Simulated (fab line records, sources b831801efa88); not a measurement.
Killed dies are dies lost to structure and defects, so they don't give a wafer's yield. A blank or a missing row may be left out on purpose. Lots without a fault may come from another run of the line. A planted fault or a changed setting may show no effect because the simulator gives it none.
Which tool did it? | flow gf180mcu | 14 lots, 42 wafers sampled, at 3 steps of a route of 602

WHAT THE GAUGES READ, wafer by wafer
GF_V3_OVL_MEAS_15. Usual: V3_OVL 2 nm, standard deviation 4.9.
lot  | measured     | on         | V3_OVL (nm) | flag
L546 | day 22 11:56 | overlay-02 | 10 15 8     |
L547 | day 22 21:17 | overlay-02 | 8 2 3       |
L548 | day 23 08:14 | overlay-01 | -6 0 -5     |
L549 | day 23 13:17 | overlay-01 | -6 -2 -5    |
L550 | day 24 02:59 | overlay-02 | -1 1 2      |
L551 | day 24 06:20 | overlay-01 | 6 5 4       |
L553 | day 25 03:52 | overlay-02 | 5 -6 -5     |
L554 | day 25 08:38 | overlay-01 | -4 3 4      |
L556 | day 26 06:02 | overlay-01 | 13 8 10     |
L557 | day 26 09:56 | overlay-02 | -2 1 2      |
L558 | day 26 12:44 | overlay-01 | 3 3 5       |
L560 | day 27 07:02 | overlay-01 | -1 5 -6     |
L567 | day 29 09:50 | overlay-01 | 8 3 10      |
L568 | day 29 23:17 | overlay-01 | -6 -9 0     |

WHICH TOOL RAN EACH LOT (tool, then ch and the chambers of the sampled wafers, then the start)
lot  | GF_M3_SPUTTER_03             | GF_V3_DEVELOP_13
L546 | pvd_sputter-01, day 20 10:14 | litho_track-03 ch 0, day 22 11:41
L547 | pvd_sputter-04, day 20 20:05 | litho_track-03 ch 0, day 22 21:01
L548 | pvd_sputter-01, day 21 08:16 | litho_track-03 ch 0, day 23 07:59
L549 | pvd_sputter-01, day 21 12:21 | litho_track-03 ch 0, day 23 13:02
L550 | pvd_sputter-01, day 22 02:58 | litho_track-04 ch 0, day 24 02:46
L551 | pvd_sputter-03, day 22 07:25 | litho_track-03 ch 0, day 24 06:04
L553 | pvd_sputter-01, day 23 04:34 | litho_track-01 ch 0, day 25 03:38
L554 | pvd_sputter-03, day 23 10:22 | litho_track-03 ch 0, day 25 08:25
L556 | pvd_sputter-03, day 24 09:17 | litho_track-04 ch 0, day 26 05:46
L557 | pvd_sputter-04, day 24 13:11 | litho_track-04 ch 0, day 26 09:34
L558 | pvd_sputter-01, day 24 16:12 | litho_track-03 ch 0, day 26 12:29
L560 | pvd_sputter-03, day 25 11:02 | litho_track-04 ch 0, day 27 06:46
L567 | pvd_sputter-03, day 27 16:54 | litho_track-03 ch 0, day 29 09:37
L568 | pvd_sputter-01, day 28 07:16 | litho_track-03 ch 0, day 29 23:02
- GF_M3_SPUTTER_03: material Ti, target thk 10 nm, time 6.7 s.
- GF_V3_DEVELOP_13: develop time 60 s.

WHAT THE TOOLS THEMSELVES READ (means of the sampled wafers that have a number; where no wafer has one, the mark that the record gives instead)
GF_M3_SPUTTER_03. Usual: throttle_valve_pct 29.7 %, standard deviation 0.94.
lot  | tool           | throttle_valve_pct (%) | flag
L546 | pvd_sputter-01 | 30.6                   |
L547 | pvd_sputter-04 | 29.5                   |
L548 | pvd_sputter-01 | 30.0                   |
L549 | pvd_sputter-01 | 29.2                   |
L550 | pvd_sputter-01 | 28.8                   |
L551 | pvd_sputter-03 | 30.4                   |
L553 | pvd_sputter-01 | 30.7                   |
L554 | pvd_sputter-03 | 30.1                   |
L556 | pvd_sputter-03 | 30.4                   |
L557 | pvd_sputter-04 | 29.2                   |
L558 | pvd_sputter-01 | 30.4                   |
L560 | pvd_sputter-03 | 30.5                   |
L567 | pvd_sputter-03 | 29.9                   |
L568 | pvd_sputter-01 | 30.6                   |

GF_V3_DEVELOP_13. Usual: developer_temp_C 21.01 C, standard deviation 0.1.
lot  | tool           | developer_temp_C (C) | flag
L546 | litho_track-03 | 21.03                |
L547 | litho_track-03 | 21.03                |
L548 | litho_track-03 | 20.92                |
L549 | litho_track-03 | 21.05                |
L550 | litho_track-04 | 20.92                |
L551 | litho_track-03 | 21.02                |
L553 | litho_track-01 | 20.95                |
L554 | litho_track-03 | 21.01                |
L556 | litho_track-04 | 21.08                |
L557 | litho_track-04 | 21.04                |
L558 | litho_track-03 | 21.00                |
L560 | litho_track-04 | 21.05                |
L567 | litho_track-03 | 20.11                | OFF
L568 | litho_track-03 | 20.16                | OFF

THE ANSWER, worked out from the rows above alone
Rule: a lot is off if the mean of its wafers that have a number lies more than 3 standard deviations from the usual mean. A lot without any number at a reading at which 4 lots or more have one is off too. The other lots that the step has rows for count as sound. The gauges are gone through in route order, then the tools' own readings, and for those a lot's mean is taken as printed above. The first step at which some lot is off is used, and at that step the reading that is off furthest; a lot without a number counts as furthest.
Off: L567, L568, at GF_V3_DEVELOP_13 (developer_temp_C).
A tool fits if, at that step or a process step before it, it ran every lot that is off, and no sound lot after the first of them. One fits: litho_track-03 at GF_V3_DEVELOP_13. Its last sound lot is L558 (day 26 12:29), its first lot that is off L567 (day 29 09:37): a fault that began between those two fits.
The tool's own readings at GF_V3_DEVELOP_13 bear it out: on the lots that are off they differ by more than 5 times the standard deviation of the sound lots' means. developer_temp_C reads 20.13 C there against 21.01 C on the sound lots.

WHAT THE SIMULATOR HAD PUT IN
Process parameter drift: litho_track-03, from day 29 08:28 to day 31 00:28, at GF_V3_DEVELOP_13. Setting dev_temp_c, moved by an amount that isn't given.
Lots struck among those shown: L567, L568. The rule above found the same.
